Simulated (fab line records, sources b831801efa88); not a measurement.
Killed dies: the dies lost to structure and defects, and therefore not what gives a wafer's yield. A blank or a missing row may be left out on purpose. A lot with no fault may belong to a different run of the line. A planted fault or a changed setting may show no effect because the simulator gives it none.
Chamber matching -- flow gf180mcu -- 4 sister chambers for GF_STI_CMP_25 on cmp-02
The step polishes, stops on Si3N4, t overpolish 33 s, target thk 524.6 nm. 14 wafers are shown with their chamber, then 7 later ones without.

WAFERS PAIRED WITH THEIR CHAMBERS
wafer,chamber,motorCurrentA (A),timeToEndpointS (s),overpolishRunS (s)
L950.2,2,12.3,122,33.012
L950.3,1,10.0,119,32.999
L950.5,1,10.0,120,33.003
L954.1,2,12.0,122,33.004
L954.4,3,12.3,126,33.017
L954.6,1,9.9,126,32.994
L958.1,3,12.1,115,32.986
L958.2,1,9.6,117,32.988
L958.3,2,11.7,116,33.002
L962.2,3,12.5,120,32.996
L962.3,0,12.0,114,32.993
L962.6,3,12.5,120,33.008
L963.1,2,12.1,118,33.006
L963.2,1,10.0,120,33.002

SIGNATURES (averages over the wafers above)
reading,chamber 0,chamber 1,chamber 2,chamber 3,scatter within a chamber
motorCurrentA,12.000,9.900,12.025,12.350,0.204
timeToEndpointS,114.00,120.40,119.50,120.25,3.65
overpolishRunS,32.99300,32.99720,33.00600,33.00175,0.00874
Rule: for each reading, subtract the chamber's mean from the wafer's reading, divide by that reading's scatter and square the result; add these up over the readings and take the root, which gives the wafer's distance from the chamber. If the next closest chamber is less than 2 further off than the closest, the wafer can't be placed; otherwise it belongs to the closest. How the scatter is found: for the shown wafers, subtract from each reading the mean of its chamber, square and add these, divide the total by (wafers less chambers), then take the root.

WAFERS MISSING THEIR CHAMBER
wafer,motorCurrentA (A),timeToEndpointS (s),overpolishRunS (s)
L963.5,12.0,117,32.996
L968.4,12.4,118,33.009
L968.5,12.6,121,33.006
L968.6,11.5,117,32.997
L970.1,11.6,110,32.996
L970.3,11.6,118,33.010
L970.6,10.1,118,32.993

WHICH CHAMBER EACH WENT THROUGH
wafer,from the rows above,in truth
L963.5,can't be placed: 0 or 2 or 3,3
L968.4,can't be placed: 3 or 2 or 0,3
L968.5,can't be placed: 3 or 2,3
L968.6,can't be placed: 0 or 2 or 3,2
L970.1,can't be placed: 0 or 2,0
L970.3,can't be placed: 2 or 0 or 3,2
L970.6,1,1
Placed correctly: 1 of 7. Unplaceable from these rows: 6, with the true chamber sitting among the candidates in 6. Number placed wrongly: 0.
